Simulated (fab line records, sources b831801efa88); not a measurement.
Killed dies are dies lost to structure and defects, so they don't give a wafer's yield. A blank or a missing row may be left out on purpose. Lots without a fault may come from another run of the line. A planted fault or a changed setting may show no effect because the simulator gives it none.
Chamber matching | flow gf180mcu | GF_V4_CMP_26 on cmp-02: 4 sister chambers
The step polishes, stops on SiO2, t overpolish 15 s, target thk 0 nm. 20 wafers are shown with their chamber, then 10 later ones without.

WAFERS WITH THEIR CHAMBER
wafer  | chamber | motor_current_A (A) | time_to_endpoint_s (s) | overpolish_run_s (s)
L637.1 | 3       | 9.0                 | 86                     | 14.985
L637.2 | 2       | 10.8                | 90                     | 14.998
L637.4 | 1       | 9.2                 | 91                     | 14.991
L638.2 | 1       | 9.6                 | 89                     | 15.009
L638.4 | 3       | 9.9                 | 87                     | 14.994
L638.6 | 1       | 9.9                 | 89                     | 14.988
L639.3 | 1       | 10.0                | 87                     | 15.003
L639.5 | 1       | 9.8                 | 84                     | 15.013
L639.6 | 0       | 11.4                | 92                     | 15.000
L640.2 | 2       | 9.6                 | 88                     | 15.014
L640.3 | 3       | 9.1                 | 83                     | 15.007
L640.6 | 3       | 9.3                 | 81                     | 14.989
L642.1 | 2       | 10.7                | 91                     | 15.006
L642.5 | 3       | 9.0                 | 85                     | 15.013
L642.6 | 2       | 10.3                | 88                     | 15.000
L649.2 | 3       | 8.7                 | 82                     | 14.982
L649.4 | 2       | 9.9                 | 85                     | 14.979
L649.6 | 0       | 11.6                | 96                     | 15.005
L650.1 | 1       | 9.3                 | 82                     | 15.010
L650.3 | 3       | 9.3                 | 77                     | 15.002

SIGNATURES (means of the wafers above)
reading            | chamber 0 | chamber 1 | chamber 2 | chamber 3 | scatter within a chamber
motor_current_A    | 11.500    | 9.633     | 10.260    | 9.186     | 0.392
time_to_endpoint_s | 94.00     | 87.00     | 88.40     | 83.00     | 3.13
overpolish_run_s   | 15.00250  | 15.00233  | 14.99940  | 14.99600  | 0.0113
Rule: a wafer's distance from a chamber is the root of the sum, over the readings, of the square of ((its reading less the chamber's mean) divided by the reading's scatter). The wafer belongs to the nearest chamber; if the next one is less than 2 further off, it can't be placed. The scatter: the root of (the sum of the squares of (reading less its chamber's mean) over the shown wafers, divided by (wafers less chambers)).

WAFERS WITHOUT THEIR CHAMBER
wafer  | motor_current_A (A) | time_to_endpoint_s (s) | overpolish_run_s (s)
L650.5 | 10.1                | 85                     | 15.000
L651.2 | 9.2                 | 80                     | 14.995
L651.4 | 10.0                | 86                     | 15.004
L651.6 | 9.3                 | 84                     | 15.007
L654.4 | 12.1                | 94                     | 15.018
L654.5 | 9.9                 | 87                     | 15.023
L654.6 | 9.5                 | 87                     | 15.009
L658.2 | 11.8                | 94                     | 14.991
L658.5 | 12.3                | 92                     | 14.997
L658.6 | 9.2                 | 85                     | 14.996

WHICH CHAMBER EACH WENT THROUGH
wafer  | from the rows above          | in truth
L650.5 | can't be placed: 2 or 1 or 3 | 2
L651.2 | can't be placed: 3 or 1      | 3
L651.4 | can't be placed: 1 or 2 or 3 | 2
L651.6 | can't be placed: 3 or 1 or 2 | 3
L654.4 | 0                            | 0
L654.5 | can't be placed: 1 or 2 or 3 | 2
L654.6 | can't be placed: 1 or 3 or 2 | 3
L658.2 | 0                            | 0
L658.5 | 0                            | 0
L658.6 | can't be placed: 3 or 1      | 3
Placed correctly: 3 of 10. Can't be placed from these rows: 7 (the true chamber is among the candidates in 7). Placed wrongly: 0.
